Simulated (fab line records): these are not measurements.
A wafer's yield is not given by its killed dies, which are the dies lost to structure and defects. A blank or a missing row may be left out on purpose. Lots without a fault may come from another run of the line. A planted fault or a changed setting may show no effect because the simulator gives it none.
One fault seen from 2 desks + flow gf180mcu + every desk sees just its own numbers, and what lay behind them comes last

== METROLOGY DESK ==
What the gauges read, lot by lot, whatever tool the lot ran on: means of the sampled wafers that have a number. If a lot's mean is further than 4 standard deviations from the usual mean, the lot is out of limits and carries the mark OUT (the distance appears in the brackets).
Columns: A = V4_W_RS at GF_V4_RS_MEAS_24, usual 0.329 ohm/sq; B = V5_BOW at GF_V5_BOW_MEAS_05, usual 137 um; C = TOP_METAL_ALCU_RS at GF_TOP_METAL_RS_MEAS_05, usual 0.03286 ohm/sq; D = TOP_METAL_ALCU_THK at GF_TOP_METAL_THK_MEAS_06, usual 889 nm
| lot  | first seen here | A     | B   | C                 | D             |
|------|-----------------|-------|-----|-------------------|---------------|
| L569 | day 24 09:13    | 0.333 | 141 | 0.03281           | 892           |
| L570 | day 25 09:49    | 0.328 | 132 | 0.03297           | 887           |
| L573 | day 26 02:37    | 0.326 | 140 | 0.03287           | 888           |
| L574 | day 26 12:50    | 0.329 | 140 | 0.03289           | 889           |
| L575 | day 26 14:22    | 0.330 | 137 | 0.03281           | 896           |
| L577 | day 27 09:44    | 0.325 | 144 | 0.03262           | 898           |
| L578 | day 27 20:13    | 0.322 | 133 | 0.03287           | 884           |
| L579 | day 27 21:43    | 0.335 | 142 | 0.03289           | 887           |
| L581 | day 28 08:25    | 0.328 | 121 | 0.03311           | 882           |
| L586 | day 29 17:47    | 0.334 | 131 | 0.03726 (+15) OUT | 790 (-12) OUT |
| L588 | day 30 08:46    | 0.332 | 137 | 0.03315           | 876           |
This desk's finding: out of limits on L586; first on L586, day 32 04:30 (TOP_METAL_ALCU_RS at GF_TOP_METAL_RS_MEAS_05). L569, L570, L573, L574, L575, L577, L578, L579, L581, L588: within limits.

== DESK OF THE TOOL OWNER: pvd sputter-03 ==
The tool's own readings at GF_TOP_METAL_SPUTTER_02 (material AlCu, target thk 900 nm, time 47.82 s): means of the sampled wafers that have a number, for each lot that ran on this tool. If a lot's mean is further than 4 standard deviations from the usual mean, the lot is out of limits and carries the mark OUT (the distance appears in the brackets).
Columns: A = throttle valve pct at GF_TOP_METAL_SPUTTER_02, usual 30.0 %
| lot  | first seen here | A    |
|------|-----------------|------|
| L570 | day 28 03:35    | 29.7 |
| L578 | day 30 10:13    | 29.8 |
| L579 | day 30 11:36    | 29.5 |
| L581 | day 30 21:40    | 29.6 |
| L586 | day 32 04:25    | 30.3 |
This desk's finding: nothing out of limits on any of the 5 lots.

== BROUGHT TOGETHER ==
On L586, the metrology desk was in a position to raise an alarm at day 32 04:30.
The tool owner's desk saw nothing out of limits.
Tool owner's desk: L586 on record, inside its limits.
The lots listed all ran GF_TOP_METAL_SPUTTER_02 on pvd sputter-03.

== WHAT THE SIMULATOR HAD PUT IN ==
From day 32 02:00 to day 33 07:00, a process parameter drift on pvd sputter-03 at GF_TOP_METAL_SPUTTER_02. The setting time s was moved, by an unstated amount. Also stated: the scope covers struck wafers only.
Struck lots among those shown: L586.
Time in hours between the start of the fault and the first out-of-limits reading at each desk: metrology desk, 2.
